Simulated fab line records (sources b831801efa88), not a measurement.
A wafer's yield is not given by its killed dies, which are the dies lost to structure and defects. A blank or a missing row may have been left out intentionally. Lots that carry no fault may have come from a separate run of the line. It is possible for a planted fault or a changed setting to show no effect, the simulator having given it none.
The same fault as seen by 2 desks | flow sky130 | what lay behind the numbers comes last; until then each desk has only its own

== TOOL OWNER'S DESK, cmp-02 ==
The tool's own readings at SKY_VIA3_CMP_24 (polishes, stops on SiO2, t overpolish 20 s, target thk 0 nm): means of the sampled wafers that have a number, for each lot that ran on this tool. Any lot whose mean is over 4 standard deviations away from the usual mean is out of limits and marked OUT; that distance is given in the brackets.
Columns: A = edge-zone-pressure-frac at SKY_VIA3_CMP_24, usual 0.999; B = head-pressure-psi at SKY_VIA3_CMP_24, usual 3.499 psi; C = motor-current-A at SKY_VIA3_CMP_24, usual 10.5 A; D = overpolish-run-s at SKY_VIA3_CMP_24, usual 19.999 s; E = platen-rpm at SKY_VIA3_CMP_24, usual 60.00 rpm; F = time-to-endpoint-s at SKY_VIA3_CMP_24, usual 96 s
lot  | first seen here | A     | B     | C    | D      | E     | F
L203 | day 42 08:41    | 1.001 | 3.501 | 9.8  | 20.003 | 59.97 | 93
L216 | day 45 21:26    | 0.998 | 3.498 | 10.4 | 19.988 | 59.97 | 102
L217 | day 46 00:47    | 0.998 | 3.501 | 9.6  | 20.001 | 59.99 | 99
This desk's finding: nothing out of limits on any of the 3 lots.

== THE METROLOGY DESK ==
What the gauges read, lot by lot, whatever tool the lot ran on: means of the sampled wafers that have a number. Any lot whose mean is over 4 standard deviations away from the usual mean is out of limits and marked OUT; that distance is given in the brackets.
Columns: A = VIA3_W_THK at SKY_VIA3_THK_MEAS_23, usual 390 nm
lot  | first seen here | A
L194 | day 39 14:38    | 384
L199 | day 41 12:01    | 379
L198 | day 41 13:30    | 381
L201 | day 42 04:25    | 385
L203 | day 42 06:23    | 390
L208 | day 43 20:41    | 398
L209 | day 44 04:00    | 398
L210 | day 44 12:07    | 393
L212 | day 45 03:16    | 390
L211 | day 45 08:26    | 390
L216 | day 45 21:19    | 393
L217 | day 46 00:44    | 385
This desk's finding: nothing out of limits on any of the 12 lots.

== PUT TOGETHER ==
The tool owner's desk saw nothing out of limits.
At the metrology desk, nothing out of limits was observed.

== WHAT THE SIMULATOR HAD PUT IN ==
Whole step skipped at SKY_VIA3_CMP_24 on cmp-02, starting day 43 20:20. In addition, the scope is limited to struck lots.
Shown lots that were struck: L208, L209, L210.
